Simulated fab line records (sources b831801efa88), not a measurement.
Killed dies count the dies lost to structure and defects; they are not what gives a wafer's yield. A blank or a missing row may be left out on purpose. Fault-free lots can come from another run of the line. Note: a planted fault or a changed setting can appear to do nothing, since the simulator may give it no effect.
fab line records -- flow gf180mcu
record lots=14, wafers=42, last_day=34
route steps=602 shown M2@368 V2@404
lots that met no fault: from a run of the same line without faults
start_h: start of the lot's first displayed wafer, in hours after the record's first day -- wait_h: time in hours since the lot's previous step -- " same as the row above -- L1.1+2: a row that stands for several wafers -- - either no value or no given start -- * or withheld: withheld -- < > ~ a bound
route shown NAME@n: names a module that has steps shown in the file, with the first one's number in the route -- usual: average and standard deviation across the fault-free wafers -- same: alike in all rows -- chamber/n: place in a boat -- sites: the reading at each site -- _std_site: standard deviation across them -- _edge_site: the outer-site mean with the inner-site mean subtracted -- radius_mm: how far each site lies from the wafer's centre -- mask NAME#n: copy n -- behind: the most recent tool/chamber to have shaped the wafer -- hold: what put the lot on hold/how long, in hours/how the hold closed -- device: transistor that didn't switch, given as n, p or np -- end of line: the tests these same wafers got at the end of their route -- a step without rows: its recipe alone -- killed: count of dies lost to structure and defects at first sort (not the wafer's yield) -- map: a wafer's dies, marking killed ones x, the rest . and places with no die _
set.NAME: setting as actually run; set.NAME@STEP: the setting as run at that earlier step -- model.NAME: the simulator's own value behind a step, which no gauge read
one table for each step of the route and one row for each wafer, over a sample of lots
services: from which hour (start_h, from the record's first day; less than 0 if before it) a tool's chamber was out of use, for how many hours, and why
## steps
# step GF_M2_THK_MEAS_06
# recipe thk_meas_gauge=xrf, reads=AlCu_of_M2_SPUTTER_02
# usual M2_ALCU_THK=457/5.7
lot.wafer,tool,chamber,start_h,wait_h,M2_ALCU_THK[nm]
L318.2,film_metro-03,-,425.26,0.1,444
L318.3,film_metro-03,-,425.26,0.1,447
L318.5,film_metro-03,-,425.26,0.1,444
L319.1,film_metro-03,-,431.59,0.1,460
L319.2,film_metro-03,-,431.59,0.1,450
L319.3,film_metro-03,-,431.59,0.1,457
L322.2,film_metro-03,-,462.10,0.1,463
L322.4,film_metro-03,-,462.10,0.1,468
L322.6,film_metro-03,-,462.10,0.1,457
L323.1,film_metro-02,-,465.58,0.1,459
L323.3,film_metro-02,-,465.58,0.1,458
L323.4,film_metro-02,-,465.58,0.1,466
L325.1,film_metro-02,-,490.10,0.1,461
L325.2,film_metro-02,-,490.10,0.1,458
L325.6,film_metro-02,-,490.10,0.1,459
L324.2,film_metro-03,-,490.41,0.1,461
L324.3,film_metro-03,-,490.41,0.1,464
L324.4,film_metro-03,-,490.41,0.1,462
L327.1,film_metro-04,-,500.77,0.1,460
L327.4,film_metro-04,-,500.77,0.1,457
L327.5,film_metro-04,-,500.77,0.1,455
L328.1,film_metro-04,-,523.64,0.1,450
L328.3,film_metro-04,-,523.64,0.1,457
L328.4,film_metro-04,-,523.64,0.1,448
L329.2,film_metro-04,-,526.64,0.1,462
L329.5,film_metro-04,-,526.64,0.1,457
L329.6,film_metro-04,-,526.64,0.1,465
L330.1,film_metro-02,-,533.06,0.1,459
L330.3,film_metro-02,-,533.06,0.1,455
L330.5,film_metro-02,-,533.06,0.1,451
L332.1,film_metro-03,-,549.79,0.1,455
L332.3,film_metro-03,-,549.79,0.1,457
L332.6,film_metro-03,-,549.79,0.1,458
L333.1,film_metro-03,-,555.09,0.1,457
L333.3,film_metro-03,-,555.09,0.1,450
L333.6,film_metro-03,-,555.09,0.1,457
L339.4,film_metro-04,-,596.27,0.1,453
L339.5,film_metro-04,-,596.27,0.1,452
L339.6,film_metro-04,-,596.27,0.1,456
L341.1,film_metro-02,-,606.82,0.1,454
L341.2,film_metro-02,-,606.82,0.1,457
L341.3,film_metro-02,-,606.82,0.1,447
# step GF_M2_METAL_ETCH_16
# recipe chemistry=Cl2/BCl3, mask_material=KrF, target_depth_nm=627.5, stop_on=SiO2, pressure_mtorr=8, icp_w=800, bias_w=140, Cl2_flow_sccm=80, bcl3_flow_sccm=40, time_s=104.6
# usual drypump_motor_current_A=6.0/0.48, oes_product_au=0.971/0.0064, throttle_valve_pct=28.251/0.01
lot.wafer,tool,chamber,start_h,wait_h,drypump_motor_current_A,oes_product_au,rf_hours_counter_h,throttle_valve_pct
L318.2,rie_metal-01,1,450.49,0.0,6.5,0.962,1,28.267
L318.3,rie_metal-01,1,450.49,0.0,6.6,0.968,-,28.257
L318.5,rie_metal-01,0,450.49,0.0,6.2,0.967,-,28.269
L319.1,rie_metal-03,1,456.14,0.0,5.1,0.969,11,28.244
L319.2,rie_metal-03,0,456.14,0.0,5.8,0.969,11,28.270
L319.3,rie_metal-03,0,456.14,0.0,5.7,0.977,-,28.270
L322.2,rie_metal-03,1,486.63,0.1,5.1,0.970,-,28.250
L322.4,rie_metal-03,1,486.63,0.1,5.1,0.990,-,28.237
L322.6,rie_metal-03,1,486.63,0.1,5.1,0.976,-,28.251
L323.1,rie_metal-01,1,488.94,0.0,6.5,0.979,1,28.237
L323.3,rie_metal-01,1,488.94,0.0,6.5,0.984,-,28.230
L323.4,rie_metal-01,0,488.94,0.0,6.2,0.978,-,28.247
L325.1,rie_metal-02,1,513.89,0.0,5.8,0.974,8,28.251
L325.2,rie_metal-02,0,513.89,0.0,6.2,0.974,10,28.253
L325.6,rie_metal-02,0,513.89,0.0,6.2,0.963,-,28.252
L324.2,rie_metal-01,1,514.24,0.0,6.5,0.969,2,28.249
L324.3,rie_metal-01,0,514.24,0.0,6.2,0.974,-,28.243
L324.4,rie_metal-01,1,514.24,0.0,6.5,0.972,-,28.251
L327.1,rie_metal-02,1,524.24,0.0,5.7,0.977,8,28.258
L327.4,rie_metal-02,1,524.24,0.0,5.8,0.973,-,28.249
L327.5,rie_metal-02,1,524.24,0.0,5.8,0.963,-,28.249
L328.1,rie_metal-03,1,547.14,0.0,5.1,0.960,0,28.281
L328.3,rie_metal-03,1,547.14,0.0,5.1,0.978,-,28.258
L328.4,rie_metal-03,0,547.14,0.0,5.8,0.968,-,28.264
L329.2,rie_metal-02,0,549.59,0.0,6.2,0.975,11,28.251
L329.5,rie_metal-02,1,549.59,0.0,5.8,0.972,-,28.236
L329.6,rie_metal-02,0,549.59,0.0,6.2,0.975,-,28.243
L330.1,rie_metal-03,0,555.06,0.0,5.8,0.978,1,28.244
L330.3,rie_metal-03,1,555.06,0.0,5.1,0.969,-,28.244
L330.5,rie_metal-03,0,555.06,0.0,5.8,0.964,-,28.269
L332.1,rie_metal-02,1,570.89,0.0,5.8,0.971,9,28.246
L332.3,rie_metal-02,0,570.89,0.0,6.2,0.968,-,28.259
L332.6,rie_metal-02,1,570.89,0.0,5.8,0.968,-,28.243
L333.1,rie_metal-02,0,576.79,0.0,6.2,0.965,12,28.261
L333.3,rie_metal-02,1,576.79,0.0,5.8,0.963,-,28.245
L333.6,rie_metal-02,0,576.79,0.0,6.2,0.982,-,28.249
L339.4,rie_metal-01,0,616.97,0.0,6.2,0.959,-,28.253
L339.5,rie_metal-01,0,616.97,0.0,6.2,0.964,-,28.256
L339.6,rie_metal-01,1,616.97,0.0,6.6,0.961,-,28.241
L341.1,rie_metal-01,1,627.44,0.0,6.6,0.961,6,28.250
L341.2,rie_metal-01,0,627.44,0.0,6.2,0.975,0,28.243
L341.3,rie_metal-01,1,627.44,0.0,6.5,0.964,-,28.258
# step GF_V2_SPUTTER_22
# recipe material=TiN, target_thk_nm=10, chamber_pressure_pa=5, power_w=4000, time_s=40
# usual throttle_valve_pct=29.9/1.3
lot.wafer,tool,chamber,start_h,wait_h,throttle_valve_pct
L318.2,pvd_sputter-03,-,477.33,0.0,30.8
L318.3,pvd_sputter-03,-,477.33,0.0,31.4
L318.5,pvd_sputter-03,-,477.33,0.0,30.9
L319.1,pvd_sputter-02,-,483.02,0.0,28.3
L319.2,pvd_sputter-02,-,483.02,0.0,29.9
L319.3,pvd_sputter-02,-,483.02,0.0,28.4
L322.2,pvd_sputter-04,-,512.72,0.0,29.0
L322.4,pvd_sputter-04,-,512.72,0.0,30.1
L322.6,pvd_sputter-04,-,512.72,0.0,29.2
L323.1,pvd_sputter-02,-,515.12,0.0,30.0
L323.3,pvd_sputter-02,-,515.12,0.0,29.4
L323.4,pvd_sputter-02,-,515.12,0.0,28.6
L325.1,pvd_sputter-04,-,539.46,0.0,33.3
L325.2,pvd_sputter-04,-,539.46,0.0,29.8
L325.6,pvd_sputter-04,-,539.46,0.0,30.1
L324.2,pvd_sputter-02,-,540.10,0.0,28.6
L324.3,pvd_sputter-02,-,540.10,0.0,29.9
L324.4,pvd_sputter-02,-,540.10,0.0,28.6
L327.1,pvd_sputter-02,-,549.87,0.0,29.7
L327.4,pvd_sputter-02,-,549.87,0.0,28.5
L327.5,pvd_sputter-02,-,549.87,0.0,29.9
L328.1,pvd_sputter-03,-,578.60,0.0,31.1
L328.3,pvd_sputter-03,-,578.60,0.0,29.5
L328.4,pvd_sputter-03,-,578.60,0.0,30.7
L329.2,pvd_sputter-04,-,578.75,0.1,30.1
L329.5,pvd_sputter-04,-,578.75,0.1,33.2
L329.6,pvd_sputter-04,-,578.75,0.1,29.9
L330.1,pvd_sputter-03,-,580.20,0.0,30.9
L330.3,pvd_sputter-03,-,580.20,0.0,31.2
L330.5,pvd_sputter-03,-,580.20,0.0,29.6
L332.1,pvd_sputter-02,-,594.41,0.0,28.3
L332.3,pvd_sputter-02,-,594.41,0.0,29.8
L332.6,pvd_sputter-02,-,594.41,0.0,29.8
L333.1,pvd_sputter-02,-,599.66,0.0,28.6
L333.3,pvd_sputter-02,-,599.66,0.0,28.4
L333.6,pvd_sputter-02,-,599.66,0.0,28.5
L339.4,pvd_sputter-04,-,640.25,0.0,29.7
L339.5,pvd_sputter-04,-,640.25,0.0,33.0
L339.6,pvd_sputter-04,-,640.25,0.0,29.7
L341.1,pvd_sputter-02,-,649.26,0.0,29.7
L341.2,pvd_sputter-02,-,649.26,0.0,28.5
L341.3,pvd_sputter-02,-,649.26,0.0,28.5
# step GF_V2_CMP_26
# recipe stop_on=SiO2, down_force_psi=3.5, platen_rpm=60, t_overpolish_s=15, target_thk_nm=0, pad_velocity_m_s=0.94248
# usual motor_current_A=10.7/0.83, overpolish_run_s=15.000/0.0092, time_to_endpoint_s=84/4.1
lot.wafer,tool,chamber,start_h,wait_h,motor_current_A,overpolish_run_s,time_to_endpoint_s
L318.3,cmp-02,2,477.76,0.1,11.2,15.030,84
L318.2,cmp-02,3,477.76,0.1,10.6,14.987,83
L318.5,cmp-02,1,477.76,0.1,11.6,15.001,87
L319.1,cmp-01,2,483.40,0.1,10.0,15.000,81
L319.2,cmp-01,3,483.40,0.1,10.3,15.009,79
L319.3,cmp-01,0,483.40,0.1,8.8,14.999,82
L322.2,cmp-02,2,513.18,0.2,9.8,15.033,88
L322.4,cmp-02,0,513.18,0.2,10.4,14.993,89
L322.6,cmp-02,3,513.18,0.2,11.0,14.995,86
L323.4,cmp-01,3,515.45,0.0,11.1,15.002,84
L323.3,cmp-01,1,515.45,0.0,10.3,14.999,82
L323.1,cmp-01,2,515.45,0.0,10.1,14.999,89
L325.2,cmp-02,3,539.79,0.0,10.6,14.990,84
L325.1,cmp-02,0,539.79,0.0,11.3,15.010,91
L325.6,cmp-02,3,539.79,0.0,10.9,14.992,89
L324.3,cmp-01,3,540.43,0.0,10.5,14.988,78
L324.2,cmp-01,0,540.43,0.0,9.4,14.981,80
L324.4,cmp-01,1,540.43,0.0,10.7,15.006,78
L327.4,cmp-02,1,550.25,0.1,11.9,15.003,92
L327.1,cmp-02,3,550.25,0.1,10.9,15.002,83
L327.5,cmp-02,1,550.25,0.1,11.7,14.998,92
L328.1,cmp-02,3,579.19,0.3,10.9,14.994,87
L328.3,cmp-02,0,579.19,0.3,11.1,15.002,90
L328.4,cmp-02,1,579.19,0.3,11.7,14.997,88
L329.2,cmp-02,0,579.54,0.5,10.3,14.998,85
L329.5,cmp-02,3,579.54,0.5,10.4,15.014,84
L329.6,cmp-02,0,579.54,0.5,10.6,14.993,84
L330.3,cmp-01,0,581.57,1.1,8.7,15.002,84
L330.1,cmp-01,1,581.57,1.1,11.0,14.990,86
L330.5,cmp-01,0,581.57,1.1,9.1,15.001,80
L332.1,cmp-01,3,594.74,0.1,10.9,0.043,131
L332.3,cmp-01,1,594.74,0.1,10.7,0.048,132
L332.6,cmp-01,0,594.74,0.1,9.0,0.035,130
L333.1,cmp-01,1,600.04,0.1,10.6,0.035,132
L333.3,cmp-01,3,600.04,0.1,11.1,0.038,132
L333.6,cmp-01,1,600.04,0.1,10.4,0.030,132
L339.4,cmp-02,1,640.63,0.1,12.2,14.996,86
L339.6,cmp-02,0,640.63,0.1,11.2,14.997,87
L339.5,cmp-02,1,640.63,0.1,11.7,15.010,87
L341.2,cmp-02,2,649.67,0.1,10.1,15.002,80
L341.1,cmp-02,3,649.67,0.1,10.7,15.001,84
L341.3,cmp-02,0,649.67,0.1,10.5,15.021,87
## services
tool,chamber,start_h,hours,kind
cmp-02,-,449.68,9.3,pm
cmp-01,-,465.75,3.0,repair
rie_metal-02,-,471.91,2.8,pm
pvd_sputter-04,-,477.70,3.3,repair
cmp-02,-,489.26,0.7,repair
cmp-01,-,500.96,4.2,pm
cmp-01,-,505.15,8.2,pm
rie_metal-03,-,510.77,15.6,pm
cmp-01,-,517.94,0.9,repair
rie_metal-01,-,519.99,2.8,pm
cmp-02,-,540.49,2.1,repair
cmp-02,-,561.63,1.5,repair
cmp-01,-,577.27,4.0,pm
rie_metal-01,0,579.33,11.2,repair
cmp-01,-,581.27,-,consumable_replace:conditioner
cmp-01,-,581.27,-,consumable_replace:pad
pvd_sputter-02,-,581.57,7.5,repair
rie_metal-01,0,590.54,-,clean
rie_metal-01,0,590.54,18.9,scheduled_down
rie_metal-01,-,595.73,2.5,repair
cmp-01,-,616.12,0.6,repair
rie_metal-03,-,623.62,1.4,pm
cmp-01,-,631.47,7.6,repair
cmp-02,-,638.69,0.8,repair
## key
first_sign step=GF_V2_CMP_26, reading=overpolish_run_s, direction=down, sigmas=99+, usual=15.000, struck=0.038
effect step=GF_V2_CMP_26, reading=time_to_endpoint_s, direction=up, sigmas=12, usual=*, struck=*
met_at GF_V2_CMP_26
struck_lots L332,L333
later_rows_left_out L332.1,L332.3,L332.6,L333.1,L333.3,L333.6
sort_left_out L332.1,L332.3,L332.6,L333.1,L333.3,L333.6
not_acting_at GF_M2_THK_MEAS_06,GF_M2_METAL_ETCH_16,GF_V2_SPUTTER_22
onset_between 581.57 594.74
fault kind=process_parameter_drift, tool=cmp-01, chamber=-, onset_h=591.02, steps=GF_V2_CMP_26, channel=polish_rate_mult, offset=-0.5, shape=step, end_h=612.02
# sort_left_out: the simulated sort isn't trusted on such a fault, so these wafers' sort isn't shown, and their yield isn't known
# later_rows_left_out: the simulator's readings of these wafers behind a module that went badly wrong aren't trusted and aren't shown, but for the sort
